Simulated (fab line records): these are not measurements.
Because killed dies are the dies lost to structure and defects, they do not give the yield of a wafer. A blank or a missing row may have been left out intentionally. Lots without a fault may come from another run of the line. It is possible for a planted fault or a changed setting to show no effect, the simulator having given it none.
fab line records -- flow sky130
[record] lots = 15, wafers = 45, lastDay = 50
route steps=708 shown VIA2@528 CAPM@549 METAL3@566
lots untouched by any fault: they come from a run of this same line in which no faults occurred
startH: start of the lot's first displayed wafer, in hours after the record's first day -- waitH: time in hours since the lot's previous step -- " the same as in the row above -- L1.1+2: one row covering several wafers at once -- - either no value or no given start -- * or withheld: withheld -- < > ~ a bound
route shown NAME@n: NAME is a module with steps in the file, n the number in the route of the first one -- usual: the fault-free wafers' mean and standard deviation -- same: alike in all rows -- chamber/n: place in a boat -- sites: per-site readings -- _std_site: their standard deviation -- _edge_site: outer sites' mean less inner sites' -- radiusMm: for every site, how far away it sits from the centre of the wafer -- mask NAME#n: copy n -- behind: the most recent tool/chamber to have shaped the wafer -- hold: what put the lot on hold/how long, in hours/how the hold closed -- device: names the non-switching transistor (n, p or np) -- end of line: the same wafers' tests at the end of the route -- step lacking rows: just its recipe -- killed: dies lost to structure and defects at the first sort, not the wafer's yield -- map: dies across one wafer; x = killed, . = not, _ = none there
set.NAME: setting as actually run; set.NAME@STEP: the setting as run at that earlier step -- model.NAME: the simulator's own value behind a step, which no gauge read
route steps across a sampled set of lots; one table per step, one row per wafer
services: when a tool's chamber went out of use (startH, in hours from the record's first day, below 0 if earlier), for how many hours, and the reason
[[steps]]
[step SKY_VIA2_CVD_21]
[recipe] material = W, targetThkNm = 420, timeS = 126.4, tempC = 400, pressureTorr = 40
[usual] heaterPowerW = 800/43, susceptorTempC = 400.04/0.22
lot.wafer,tool,chamber,startH,waitH,heaterPowerW,susceptorTempC
L149.1,cvdW-01,0,864.58,0.0,793,400.01
L149.3,cvdW-01,0,864.58,0.0,765,399.91
L149.6,cvdW-01,1,864.58,0.0,850,399.60
L150.2,cvdW-02,1,868.64,0.0,788,399.92
L150.4,cvdW-02,0,868.64,0.0,850,400.14
L150.5,cvdW-02,0,868.64,0.0,850,400.23
L151.1,cvdW-01,1,888.56,0.0,852,399.92
L151.4,cvdW-01,1,888.56,0.0,827,400.31
L151.6,cvdW-01,1,888.56,0.0,849,400.00
L154.1,cvdW-02,0,918.30,0.0,793,400.21
L154.2,cvdW-02,1,918.30,0.0,745,399.91
L154.3,cvdW-02,1,918.30,0.0,742,399.89
L155.3,cvdW-02,1,934.81,0.1,752,399.92
L155.5,cvdW-02,0,934.81,0.1,814,399.80
L155.6,cvdW-02,1,934.81,0.1,743,399.99
L156.2,cvdW-02,1,937.30,0.0,736,400.51
L156.3,cvdW-02,0,937.30,0.0,827,400.17
L156.6,cvdW-02,1,937.30,0.0,731,399.99
L159.3,cvdW-01,1,940.73,0.1,853,400.28
L159.4,cvdW-01,0,940.73,0.1,763,400.19
L159.5,cvdW-01,1,940.73,0.1,838,399.91
L160.1,cvdW-01,1,958.33,0.0,870,399.92
L160.3,cvdW-01,0,958.33,0.0,755,400.16
L160.4,cvdW-01,1,958.33,0.0,852,399.75
L163.1,cvdW-01,0,969.05,0.0,777,400.18
L163.2,cvdW-01,1,969.05,0.0,855,400.21
L163.3,cvdW-01,0,969.05,0.0,781,400.04
L164.1,cvdW-02,0,982.69,0.0,843,399.55
L164.2,cvdW-02,1,982.69,0.0,736,400.06
L164.5,cvdW-02,0,982.69,0.0,796,399.64
L165.1,cvdW-02,1,985.00,0.0,747,399.92
L165.5,cvdW-02,0,985.00,0.0,795,400.27
L165.6,cvdW-02,1,985.00,0.0,757,400.12
L166.2,cvdW-01,0,988.35,0.0,765,399.81
L166.4,cvdW-01,0,988.35,0.0,768,399.93
L166.5,cvdW-01,0,988.35,0.0,792,399.71
L168.1,cvdW-01,0,993.15,0.0,773,399.73
L168.5,cvdW-01,0,993.15,0.0,771,399.77
L168.6,cvdW-01,1,993.15,0.0,863,400.09
L170.1,cvdW-02,0,1013.65,0.0,805,399.80
L170.2,cvdW-02,1,1013.65,0.0,734,400.05
L170.4,cvdW-02,0,1013.65,0.0,813,399.86
L171.4,cvdW-01,1,1018.08,0.1,858,399.95
L171.5,cvdW-01,1,1018.08,0.1,866,399.65
L171.6,cvdW-01,0,1018.08,0.1,786,399.77
[step SKY_VIA2_CMP_24]
[recipe] stopOn = SiO2, tOverpolishS = 20, downForcePsi = 3.5, platenRpm = 60, targetThkNm = 0, padVelocityMS = 0.94248
[usual] motorCurrentA = 11.5/1.3, overpolishRunS = 19.999/0.01, timeToEndpointS = 102/4.5
lot.wafer,tool,chamber,startH,waitH,motorCurrentA,overpolishRunS,timeToEndpointS
L149.3,cmp-02,3,864.94,0.1,12.1,20.009,100
L149.1,cmp-02,1,864.94,0.1,12.9,19.992,106
L149.6,cmp-02,2,864.94,0.1,11.9,20.002,99
L150.4,cmp-01,2,868.95,0.0,12.4,19.984,106
L150.2,cmp-01,3,868.95,0.0,9.4,20.035,110
L150.5,cmp-01,3,868.95,0.0,9.3,20.000,108
L151.4,cmp-02,0,888.92,0.1,11.4,19.999,102
L151.1,cmp-02,1,888.92,0.1,12.5,20.021,104
L151.6,cmp-02,3,888.92,0.1,13.0,19.977,104
L154.2,cmp-01,0,918.66,0.1,9.2,19.984,92
L154.1,cmp-01,1,918.66,0.1,12.3,19.976,96
L154.3,cmp-01,2,918.66,0.1,12.9,19.988,97
L155.3,cmp-01,0,935.18,0.1,8.9,19.981,102
L155.5,cmp-01,2,935.18,0.1,12.2,19.993,103
L155.6,cmp-01,3,935.18,0.1,9.2,19.994,108
L156.3,cmp-01,2,937.61,0.0,12.6,20.006,103
L156.2,cmp-01,1,937.61,0.0,12.2,20.006,104
L156.6,cmp-01,2,937.61,0.0,12.3,19.993,104
L159.3,cmp-01,2,941.00,0.0,12.3,19.992,99
L159.4,cmp-01,1,941.00,0.0,11.9,20.002,100
L159.5,cmp-01,3,941.00,0.0,9.4,19.999,104
L160.3,cmp-02,0,958.69,0.1,11.3,20.002,96
L160.4,cmp-02,1,958.69,0.1,13.3,19.985,102
L160.1,cmp-02,2,958.69,0.1,12.2,20.009,98
L163.1,cmp-02,1,969.41,0.1,12.9,19.991,102
L163.3,cmp-02,2,969.41,0.1,12.4,20.004,97
L163.2,cmp-02,3,969.41,0.1,11.8,19.988,93
L164.1,cmp-02,1,983.00,0.1,11.9,19.997,102
L164.2,cmp-02,0,983.00,0.1,11.1,20.007,95
L164.5,cmp-02,2,983.00,0.1,12.7,20.000,100
L165.1,cmp-01,1,985.31,0.1,12.0,20.020,112
L165.5,cmp-01,1,985.31,0.1,11.8,20.012,107
L165.6,cmp-01,2,985.31,0.1,12.4,20.006,108
L166.4,cmp-01,1,988.71,0.1,12.3,19.996,105
L166.2,cmp-01,2,988.71,0.1,12.5,20.016,105
L166.5,cmp-01,0,988.71,0.1,9.2,19.995,98
L168.1,cmp-01,2,993.61,0.2,12.5,20.001,108
L168.6,cmp-01,3,993.61,0.2,9.2,20.017,110
L168.5,cmp-01,0,993.61,0.2,9.4,19.993,105
L170.4,cmp-02,1,1014.30,0.4,12.8,20.003,105
L170.2,cmp-02,2,1014.30,0.4,12.5,20.008,102
L170.1,cmp-02,0,1014.30,0.4,11.4,20.004,98
L171.4,cmp-02,0,1018.49,0.2,11.2,19.996,97
L171.5,cmp-02,2,1018.49,0.2,12.1,19.987,104
L171.6,cmp-02,3,1018.49,0.2,11.9,20.001,99
[step SKY_CAPM_OVL_MEAS_12]
[usual] CAPM_OVL = -0.5/1.2
lot.wafer,tool,chamber,startH,waitH,CAPM_OVL[nm]
L149.1,overlay-02,-,889.77,0.1,0.0
L149.3,overlay-02,-,889.77,0.1,-2.6
L149.6,overlay-02,-,889.77,0.1,-0.4
L150.2,overlay-01,-,894.13,0.1,-0.1
L150.4,overlay-01,-,894.13,0.1,-0.3
L150.5,overlay-01,-,894.13,0.1,0.4
L151.1,overlay-01,-,914.57,0.1,-0.2
L151.4,overlay-01,-,914.57,0.1,0.4
L151.6,overlay-01,-,914.57,0.1,0.8
L154.1,overlay-02,-,945.07,0.1,-0.8
L154.2,overlay-02,-,945.07,0.1,0.9
L154.3,overlay-02,-,945.07,0.1,1.5
L155.3,overlay-01,-,959.79,0.1,0.1
L155.5,overlay-01,-,959.79,0.1,-0.9
L155.6,overlay-01,-,959.79,0.1,0.0
L156.2,overlay-01,-,962.09,0.1,-0.6
L156.3,overlay-01,-,962.09,0.1,-0.6
L156.6,overlay-01,-,962.09,0.1,-0.9
L159.3,overlay-02,-,965.20,0.1,-1.6
L159.4,overlay-02,-,965.20,0.1,0.4
L159.5,overlay-02,-,965.20,0.1,-1.4
L160.1,overlay-01,-,983.08,0.1,-0.4
L160.3,overlay-01,-,983.08,0.1,-2.1
L160.4,overlay-01,-,983.08,0.1,-2.1
L163.1,overlay-02,-,992.82,0.1,-1.6
L163.2,overlay-02,-,992.82,0.1,-0.9
L163.3,overlay-02,-,992.82,0.1,-1.2
L164.1,overlay-01,-,1007.98,0.1,1.3
L164.2,overlay-01,-,1007.98,0.1,0.1
L164.5,overlay-01,-,1007.98,0.1,0.8
L165.1,overlay-01,-,1010.07,0.1,-2.0
L165.5,overlay-01,-,1010.07,0.1,-2.2
L165.6,overlay-01,-,1010.07,0.1,-3.1
L166.2,overlay-01,-,1013.69,0.1,0.0
L166.4,overlay-01,-,1013.69,0.1,-0.8
L166.5,overlay-01,-,1013.69,0.1,-0.4
L168.1,overlay-02,-,1018.08,0.1,-2.5
L168.5,overlay-02,-,1018.08,0.1,-0.6
L168.6,overlay-02,-,1018.08,0.1,-1.1
L170.1,overlay-02,-,1037.67,0.1,0.5
L170.2,overlay-02,-,1037.67,0.1,-0.5
L170.4,overlay-02,-,1037.67,0.1,0.4
L171.4,overlay-01,-,1041.90,0.1,-2.2
L171.5,overlay-01,-,1041.90,0.1,-0.7
L171.6,overlay-01,-,1041.90,0.1,-0.4
[step SKY_METAL3_ETCH_16]
[recipe] chemistry = N2/H2, target = BARC, ionEnergyEv = 200, biasW = 100, pressureMtorr = 30, n2FlowSccm = 100, h2FlowSccm = 200, icpW = 500, stopOn = SiO2, timeS = 88.2, targetDepthA = 600
[usual] biasW = 100.0/0.3, chamberPressureMTorr = 30.003/0.028, drypumpMotorCurrentA = 5.7/0.61, oesProductAu = 0.626/0.0042, throttleValvePct = 13.205/0.0091
lot.wafer,tool,chamber,startH,waitH,biasW,chamberPressureMTorr,drypumpMotorCurrentA,oesProductAu,rfHoursCounterH,throttleValvePct
L149.1,rieMetal-02,0,916.05,0.1,100.1,30.012,4.7,0.632,18,13.215
L149.3,rieMetal-02,0,916.05,0.1,100.0,29.969,4.7,0.634,-,13.209
L149.6,rieMetal-02,0,916.05,0.1,99.7,30.003,4.8,0.620,-,13.209
L150.2,rieMetal-02,1,920.91,0.0,100.0,30.033,5.3,0.630,19,13.199
L150.4,rieMetal-02,0,920.91,0.0,99.8,29.964,4.7,0.625,-,13.196
L150.5,rieMetal-02,0,920.91,0.0,99.6,29.991,4.7,0.634,-,13.200
L151.1,rieMetal-04,0,941.67,0.0,100.1,29.980,5.5,0.626,5,13.210
L151.4,rieMetal-04,1,941.67,0.0,100.0,29.998,6.4,0.624,-,13.214
L151.6,rieMetal-04,1,941.67,0.0,99.6,29.986,6.4,0.630,-,13.204
L154.1,rieMetal-02,0,969.99,0.1,99.5,30.036,4.8,0.620,22,13.207
L154.2,rieMetal-02,0,969.99,0.1,99.9,30.003,4.8,0.626,-,13.196
L154.3,rieMetal-02,0,969.99,0.1,99.7,30.005,4.8,0.626,-,13.209
L155.3,rieMetal-01,1,984.95,0.0,100.0,30.001,5.6,0.624,-,13.208
L155.5,rieMetal-01,0,984.95,0.0,100.3,30.060,6.5,0.620,-,13.201
L155.6,rieMetal-01,1,984.95,0.0,99.6,29.998,5.6,0.617,-,13.222
L156.2,rieMetal-01,1,986.66,0.0,99.8,29.982,5.5,0.633,11,13.199
L156.3,rieMetal-01,0,986.66,0.0,100.2,29.960,6.5,0.624,-,13.197
L156.6,rieMetal-01,1,986.66,0.0,100.1,29.984,5.6,0.619,-,13.207
L159.3,rieMetal-01,1,990.14,0.0,100.1,29.976,5.6,0.624,-,13.209
L159.4,rieMetal-01,0,990.14,0.0,99.7,29.994,6.5,0.623,-,13.199
L159.5,rieMetal-01,1,990.14,0.0,100.0,30.045,5.5,0.623,-,13.203
L160.1,rieMetal-02,1,1008.62,0.0,99.1,29.960,5.3,0.624,0,13.192
L160.3,rieMetal-02,1,1008.62,0.0,100.1,29.968,5.3,0.622,-,13.199
L160.4,rieMetal-02,0,1008.62,0.0,100.1,29.993,4.7,0.628,-,13.193
L163.1,rieMetal-01,0,1018.16,0.0,99.7,30.019,6.5,0.643,6,13.203
L163.2,rieMetal-01,1,1018.16,0.0,99.7,30.031,5.6,0.628,14,13.207
L163.3,rieMetal-01,0,1018.16,0.0,99.9,30.014,6.5,0.635,-,13.206
L164.1,rieMetal-02,0,1032.02,0.0,-,-,-,-,-,-
L164.2,rieMetal-02,1,1032.02,0.0,-,-,-,-,-,-
L164.5,rieMetal-02,1,1032.02,0.0,-,-,-,-,-,-
L165.1,rieMetal-01,0,1034.07,0.0,-,-,-,-,-,-
L165.5,rieMetal-01,0,1034.07,0.0,-,-,-,-,-,-
L165.6,rieMetal-01,1,1034.07,0.0,-,-,-,-,-,-
L166.2,rieMetal-04,0,1037.26,0.0,-,-,-,-,-,-
L166.4,rieMetal-04,1,1037.26,0.0,-,-,-,-,-,-
L166.5,rieMetal-04,0,1037.26,0.0,-,-,-,-,-,-
L168.1,rieMetal-02,1,1041.87,0.0,99.8,30.001,5.3,0.629,3,13.195
L168.5,rieMetal-02,1,1041.87,0.0,100.0,29.933,5.3,0.620,-,13.213
L168.6,rieMetal-02,0,1041.87,0.0,100.0,29.991,4.7,0.631,-,13.206
L170.1,rieMetal-04,0,1060.63,0.0,100.4,30.014,5.5,0.624,12,13.201
L170.2,rieMetal-04,1,1060.63,0.0,99.8,29.974,6.3,0.624,19,13.202
L170.4,rieMetal-04,0,1060.63,0.0,99.7,30.005,5.5,0.622,-,13.212
L171.4,rieMetal-04,1,1064.80,0.0,99.8,29.995,6.4,0.629,-,13.210
L171.5,rieMetal-04,0,1064.80,0.0,99.7,30.000,5.5,0.627,-,13.200
L171.6,rieMetal-04,1,1064.80,0.0,100.1,30.039,6.4,0.621,-,13.200
[step SKY_METAL3_ETCH_17]
[recipe] target = SiO2, stopOn = TiN, chemistry = C4F8/O2/Ar, sourceW = 1500, biasW = 1200, pressureMtorr = 40, c4f8FlowSccm = withheld, O2_flow_sccm = 6, Ar_flow_sccm = 300, timeS = 3.9, targetDepthA = 150
[usual] biasW = 1200/3.3, chamberPressureMTorr = 40.00/0.037, oesProductAu = 0.756/0.0079
lot.wafer,tool,chamber,startH,waitH,biasW,chamberPressureMTorr,oesProductAu
L149.1,rieDiel-02,3,916.25,0.2,1199,39.99,0.764
L149.3,rieDiel-02,1,916.25,0.2,1203,39.94,0.753
L149.6,rieDiel-02,2,916.25,0.2,1198,40.04,0.772
L150.2,rieDiel-02,3,921.01,0.1,1202,39.95,0.768
L150.4,rieDiel-02,0,921.01,0.1,1197,40.01,0.770
L150.5,rieDiel-02,3,921.01,0.1,1199,40.03,0.755
L151.1,rieDiel-02,0,941.77,0.1,1200,39.98,0.751
L151.4,rieDiel-02,2,941.77,0.1,1202,40.05,0.769
L151.6,rieDiel-02,0,941.77,0.1,1198,40.01,0.770
L154.1,rieDiel-01,2,970.19,0.2,1197,40.02,0.764
L154.2,rieDiel-01,1,970.19,0.2,1199,40.00,0.747
L154.3,rieDiel-01,0,970.19,0.2,1195,40.05,0.749
L155.3,rieDiel-02,2,985.02,0.0,1195,39.95,0.754
L155.5,rieDiel-02,3,985.02,0.0,1202,40.03,0.758
L155.6,rieDiel-02,0,985.02,0.0,1200,39.99,0.764
L156.2,rieDiel-01,2,986.76,0.1,1206,40.01,0.748
L156.3,rieDiel-01,3,986.76,0.1,1195,40.01,0.757
L156.6,rieDiel-01,2,986.76,0.1,1197,40.01,0.771
L159.3,rieDiel-01,2,990.21,0.0,1199,39.99,0.739
L159.4,rieDiel-01,3,990.21,0.0,1202,40.02,0.755
L159.5,rieDiel-01,2,990.21,0.0,1201,40.02,0.757
L160.1,rieDiel-03,1,1008.72,0.1,1200,39.92,0.765
L160.3,rieDiel-03,2,1008.72,0.1,1198,40.00,0.763
L160.4,rieDiel-03,3,1008.72,0.1,1197,39.99,0.761
L163.1,rieDiel-02,2,1018.26,0.1,1204,40.02,0.747
L163.2,rieDiel-02,0,1018.26,0.1,1195,39.97,0.758
L163.3,rieDiel-02,3,1018.26,0.1,1200,40.02,0.744
L164.1,rieDiel-01,1,1032.12,0.1,1202,39.98,0.375
L164.2,rieDiel-01,2,1032.12,0.1,1203,40.05,0.381
L164.5,rieDiel-01,2,1032.12,0.1,1200,39.96,0.380
L165.1,rieDiel-01,0,1034.17,0.1,1195,39.99,0.375
L165.5,rieDiel-01,2,1034.17,0.1,1195,40.00,0.377
L165.6,rieDiel-01,3,1034.17,0.1,1206,40.03,0.380
L166.2,rieDiel-03,2,1037.36,0.1,1197,39.93,0.374
L166.4,rieDiel-03,3,1037.36,0.1,1205,40.05,0.378
L166.5,rieDiel-03,3,1037.36,0.1,1197,39.93,0.368
L168.1,rieDiel-03,2,1041.97,0.1,1204,39.95,0.755
L168.5,rieDiel-03,0,1041.97,0.1,1192,39.98,0.760
L168.6,rieDiel-03,3,1041.97,0.1,1200,40.02,0.758
L170.1,rieDiel-02,1,1060.72,0.1,1204,39.96,0.744
L170.2,rieDiel-02,2,1060.72,0.1,1206,39.96,0.748
L170.4,rieDiel-02,3,1060.72,0.1,1200,39.97,0.749
L171.4,rieDiel-01,2,1064.88,0.0,1200,40.03,0.766
L171.5,rieDiel-01,0,1064.88,0.0,1200,39.98,0.755
L171.6,rieDiel-01,3,1064.88,0.0,1191,39.90,0.764
[step SKY_METAL3_METAL_ETCH_18]
[recipe] targetDepthA = 8450, stopOn = SiO2, overEtchFrac = 0.3, timeS = 183.1, chemistry = Cl2/BCl3, resistSidewallDeg = 88, pressureMtorr = 10, icpW = 900, biasW = 48.5, Cl2_flow_sccm = 60, bcl3FlowSccm = 30
[usual] bcl3FlowSccm = 30.01/0.098, biasW = 48.53/0.15, drypumpMotorCurrentA = 5.6/0.61, oesProductAu = 0.866/0.0056, throttleValvePct = 22.263/0.0089
lot.wafer,tool,chamber,startH,waitH,bcl3FlowSccm,biasW,drypumpMotorCurrentA,oesProductAu,rfHoursCounterH,throttleValvePct
L149.1,rieMetal-04,0,916.27,0.0,29.98,48.44,5.6,0.866,5,22.268
L149.3,rieMetal-04,1,916.27,0.0,30.08,48.59,6.3,0.863,-,22.262
L149.6,rieMetal-04,1,916.27,0.0,30.11,48.47,6.4,0.869,-,22.248
L150.2,rieMetal-04,1,921.03,0.0,29.88,48.61,6.3,0.880,12,22.261
L150.4,rieMetal-04,0,921.03,0.0,29.94,48.39,5.5,0.874,-,22.269
L150.5,rieMetal-04,0,921.03,0.0,30.05,48.72,5.5,0.874,-,22.253
L151.1,rieMetal-01,1,941.79,0.0,29.88,48.06,5.6,0.868,9,22.263
L151.4,rieMetal-01,0,941.79,0.0,29.81,48.55,6.5,0.863,-,22.262
L151.6,rieMetal-01,1,941.79,0.0,29.88,48.23,5.6,0.866,-,22.270
L154.1,rieMetal-04,0,970.21,0.0,30.06,48.29,5.5,0.856,7,22.273
L154.2,rieMetal-04,1,970.21,0.0,30.19,48.58,6.4,0.862,14,22.255
L154.3,rieMetal-04,1,970.21,0.0,30.13,48.48,6.3,0.861,-,22.256
L155.3,rieMetal-04,0,985.10,0.1,29.90,48.42,5.5,0.866,-,22.281
L155.5,rieMetal-04,0,985.10,0.1,29.98,48.47,5.5,0.860,-,22.267
L155.6,rieMetal-04,1,985.10,0.1,30.14,48.65,6.3,0.860,-,22.277
L156.2,rieMetal-04,1,986.78,0.0,29.89,48.66,6.3,0.867,15,22.257
L156.3,rieMetal-04,1,986.78,0.0,30.00,48.40,6.4,0.860,-,22.245
L156.6,rieMetal-04,1,986.78,0.0,29.97,48.43,6.3,0.868,-,22.277
L159.3,rieMetal-02,0,990.35,0.1,30.21,48.53,4.8,0.856,-,22.242
L159.4,rieMetal-02,0,990.35,0.1,30.01,48.45,4.7,0.859,-,22.270
L159.5,rieMetal-02,0,990.35,0.1,30.14,48.50,4.8,0.860,-,22.247
L160.1,rieMetal-04,0,1008.74,0.0,29.96,48.62,5.5,0.863,9,22.268
L160.3,rieMetal-04,1,1008.74,0.0,29.97,48.58,6.4,0.866,-,22.271
L160.4,rieMetal-04,0,1008.74,0.0,29.85,48.69,5.5,0.875,-,22.265
L163.1,rieMetal-02,0,1018.28,0.0,30.10,48.45,4.7,0.857,26,22.252
L163.2,rieMetal-02,1,1018.28,0.0,30.03,48.47,5.3,0.868,1,22.261
L163.3,rieMetal-02,1,1018.28,0.0,30.17,48.71,5.3,0.862,-,22.261
L164.1,rieMetal-01,1,1032.14,0.0,30.17,48.36,5.6,0.370,14,22.255
L164.2,rieMetal-01,0,1032.14,0.0,29.91,48.55,6.5,0.372,7,22.252
L164.5,rieMetal-01,0,1032.14,0.0,30.17,48.67,6.5,0.381,-,22.259
L165.1,rieMetal-04,1,1034.19,0.0,29.97,48.70,6.4,0.370,17,22.275
L165.5,rieMetal-04,1,1034.19,0.0,29.95,48.54,6.3,0.373,-,22.263
L165.6,rieMetal-04,0,1034.19,0.0,30.01,48.75,5.5,0.378,-,22.261
L166.2,rieMetal-02,0,1037.38,0.0,30.09,48.62,4.7,0.372,28,22.261
L166.4,rieMetal-02,0,1037.38,0.0,30.03,48.64,4.7,0.376,-,22.264
L166.5,rieMetal-02,1,1037.38,0.0,29.85,48.51,5.3,0.375,-,22.265
L168.1,rieMetal-01,1,1041.99,0.0,30.19,48.44,5.6,0.856,15,22.275
L168.5,rieMetal-01,1,1041.99,0.0,30.15,48.28,5.6,0.865,-,22.255
L168.6,rieMetal-01,0,1041.99,0.0,30.06,48.56,6.5,0.873,-,22.259
L170.1,rieMetal-01,0,1060.74,0.0,30.26,48.67,6.5,0.864,9,22.258
L170.2,rieMetal-01,1,1060.74,0.0,29.95,48.78,5.6,0.870,16,22.251
L170.4,rieMetal-01,0,1060.74,0.0,29.99,48.82,6.5,0.862,-,22.258
L171.4,rieMetal-02,1,1065.07,0.2,29.97,48.30,5.3,0.861,-,22.275
L171.5,rieMetal-02,1,1065.07,0.2,29.97,48.42,5.3,0.853,-,22.272
L171.6,rieMetal-02,1,1065.07,0.2,29.97,48.65,5.3,0.873,-,22.246
[step SKY_METAL3_STRIP_19]
[recipe] chemistry = O2/N2, powerW = 1400, pressureMtorr = 1500, platenTempC = withheld, o2FlowSccm = 3000, n2FlowSccm = 300, overashFraction = 0.5
[usual] drypumpMotorCurrentA = 5.7/0.33, oesProductAu = 0.504/0.0066, stripTimeToEndpointS = 6.59/0.11
lot.wafer,tool,chamber,startH,waitH,drypumpMotorCurrentA,oesProductAu,rfHoursCounterH,stripTimeToEndpointS
L149.1,plasmaAsher-03,0,916.45,0.1,5.4,0.491,46,6.38
L149.3,plasmaAsher-03,1,916.45,0.1,5.8,0.509,-,6.52
L149.6,plasmaAsher-03,0,916.45,0.1,5.4,0.504,-,6.51
L150.2,plasmaAsher-01,1,921.20,0.1,5.8,0.504,109,6.57
L150.4,plasmaAsher-01,1,921.20,0.1,5.8,0.504,-,6.48
L150.5,plasmaAsher-01,0,921.20,0.1,6.3,0.500,-,6.43
L151.1,plasmaAsher-03,1,941.97,0.1,5.8,0.505,49,6.52
L151.4,plasmaAsher-03,1,941.97,0.1,5.8,0.504,-,6.59
L151.6,plasmaAsher-03,1,941.97,0.1,5.8,0.507,-,6.52
L154.1,plasmaAsher-03,1,970.38,0.1,5.8,0.500,52,6.50
L154.2,plasmaAsher-03,0,970.38,0.1,5.4,0.504,52,6.59
L154.3,plasmaAsher-03,1,970.38,0.1,5.8,0.495,-,6.59
L155.3,plasmaAsher-03,1,985.25,0.1,5.9,0.498,-,6.53
L155.5,plasmaAsher-03,0,985.25,0.1,5.4,0.500,-,6.52
L155.6,plasmaAsher-03,1,985.25,0.1,5.9,0.495,-,6.70
L156.2,plasmaAsher-04,0,986.95,0.1,5.7,0.508,88,6.60
L156.3,plasmaAsher-04,0,986.95,0.1,5.7,0.512,-,6.69
L156.6,plasmaAsher-04,0,986.95,0.1,5.7,0.503,-,6.64
L159.3,plasmaAsher-04,0,990.62,0.2,5.7,0.509,-,6.71
L159.4,plasmaAsher-04,1,990.62,0.2,5.4,0.508,-,6.71
L159.5,plasmaAsher-04,0,990.62,0.2,5.7,0.514,-,6.72
L160.1,plasmaAsher-04,0,1008.92,0.1,5.7,0.503,90,6.49
L160.3,plasmaAsher-04,0,1008.92,0.1,5.7,0.496,-,6.61
L160.4,plasmaAsher-04,1,1008.92,0.1,5.3,0.497,-,6.46
L163.1,plasmaAsher-01,1,1018.46,0.1,5.8,0.517,119,6.77
L163.2,plasmaAsher-01,0,1018.46,0.1,6.3,0.505,119,6.61
L163.3,plasmaAsher-01,1,1018.46,0.1,5.8,0.513,-,6.67
L164.1,plasmaAsher-04,0,1032.32,0.1,5.7,0.530,92,7.11
L164.2,plasmaAsher-04,1,1032.32,0.1,5.3,0.530,92,7.18
L164.5,plasmaAsher-04,1,1032.32,0.1,5.3,0.530,-,7.10
L165.1,plasmaAsher-04,1,1034.37,0.1,5.3,0.521,93,7.02
L165.5,plasmaAsher-04,0,1034.37,0.1,5.7,0.532,-,7.07
L165.6,plasmaAsher-04,1,1034.37,0.1,5.3,0.519,-,6.81
L166.2,plasmaAsher-01,0,1037.56,0.1,6.3,0.524,121,7.31
L166.4,plasmaAsher-01,1,1037.56,0.1,5.8,0.537,-,7.29
L166.5,plasmaAsher-01,1,1037.56,0.1,5.8,0.522,-,7.16
L168.1,plasmaAsher-04,0,1042.17,0.1,5.7,0.504,94,6.54
L168.5,plasmaAsher-04,0,1042.17,0.1,5.7,0.500,-,6.59
L168.6,plasmaAsher-04,1,1042.17,0.1,5.3,0.508,-,6.61
L170.1,plasmaAsher-04,1,1060.92,0.1,5.3,0.509,96,6.50
L170.2,plasmaAsher-04,0,1060.92,0.1,5.7,0.503,96,6.56
L170.4,plasmaAsher-04,0,1060.92,0.1,5.7,0.496,-,6.55
L171.4,plasmaAsher-01,0,1065.28,0.2,6.3,0.500,-,6.61
L171.5,plasmaAsher-01,1,1065.28,0.2,5.8,0.500,-,6.55
L171.6,plasmaAsher-01,0,1065.28,0.2,6.3,0.508,-,6.57
[[services]]
tool,chamber,startH,hours,kind
cvdW-01,0,851.44,5.0,repair
rieMetal-04,1,877.20,5.1,repair
rieMetal-02,-,885.70,1.4,pm
rieMetal-02,-,896.90,2.5,repair
cmp-01,-,898.91,0.6,repair
cmp-01,-,899.61,5.9,pm
cvdW-02,-,904.00,14.0,pm
rieMetal-02,1,906.05,13.9,repair
cmp-01,-,913.77,4.0,pm
rieMetal-04,0,931.60,5.4,repair
cvdW-02,1,938.39,9.0,repair
rieMetal-02,1,944.44,20.5,repair
cmp-01,-,949.93,0.9,repair
plasmaAsher-04,-,955.20,2.1,repair
cmp-01,-,958.95,3.0,pm
rieMetal-01,0,962.19,2.8,repair
cmp-01,-,962.74,0.7,repair
cmp-01,-,967.68,1.0,repair
rieMetal-01,-,972.54,1.4,repair
cvdW-01,-,979.56,6.0,pm
rieMetal-02,-,997.25,2.8,pm
cvdW-02,-,998.83,1.5,repair
cmp-01,-,1001.59,17.6,pm
cvdW-01,0,1028.90,1.5,repair
[[key]]
[firstSign] step = SKY_METAL3_ETCH_16, reading = toolRecord, direction = missing
[effect] step = SKY_METAL3_ETCH_17, reading = oesProductAu, direction = down, sigmas = 48, usual = 0.756, struck = 0.377
[effect] step = SKY_METAL3_METAL_ETCH_18, reading = oesProductAu, direction = down, sigmas = 88, usual = 0.866, struck = 0.374
[effect] step = SKY_METAL3_STRIP_19, reading = stripTimeToEndpointS, direction = up, sigmas = 5, usual = *, struck = *
metAt SKY_METAL3_ETCH_16
struckLots L164,L165,L166
laterRowsLeftOut L164.1,L164.2,L164.5,L165.1,L165.5,L165.6,L166.2,L166.4,L166.5
sortLeftOut L164.1,L164.2,L164.5,L165.1,L165.5,L165.6,L166.2,L166.4,L166.5
testerLeftOut L164,L166
notActingAt SKY_VIA2_CVD_21,SKY_VIA2_CMP_24,SKY_CAPM_OVL_MEAS_12
onsetBetween 1018.16 1032.02
[earlierFault] kind = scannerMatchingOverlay, tool = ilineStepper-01, chamber = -, onsetH = 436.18, steps = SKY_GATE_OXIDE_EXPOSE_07, offset = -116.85
[earlierFault] kind = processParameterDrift, tool = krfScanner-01, chamber = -, onsetH = 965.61, steps = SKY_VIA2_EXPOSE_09, channel = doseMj, offset = 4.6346, shape = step, actsIn = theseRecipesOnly, stated = 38
[fault] kind = skippedStepWhole, tool = rieMetal-01,rieMetal-02,rieMetal-04, chamber = -, onsetH = 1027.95, steps = SKY_METAL3_ETCH_16, scope = struckLotsOnly
// testerLeftOut: of these lots the tester's yield and bins aren't shown, on N5 and GAA mostly nor the transistor test; their killed dies are dies lost to structure and defects alone, not to doping, threshold or leakage, so they don't give the yield
// sortLeftOut: the simulated sort isn't trusted on such a fault, so these wafers' sort isn't shown, and their yield isn't known
// laterRowsLeftOut: the simulator's readings of these wafers behind a module that went badly wrong aren't trusted and aren't shown, but for the sort
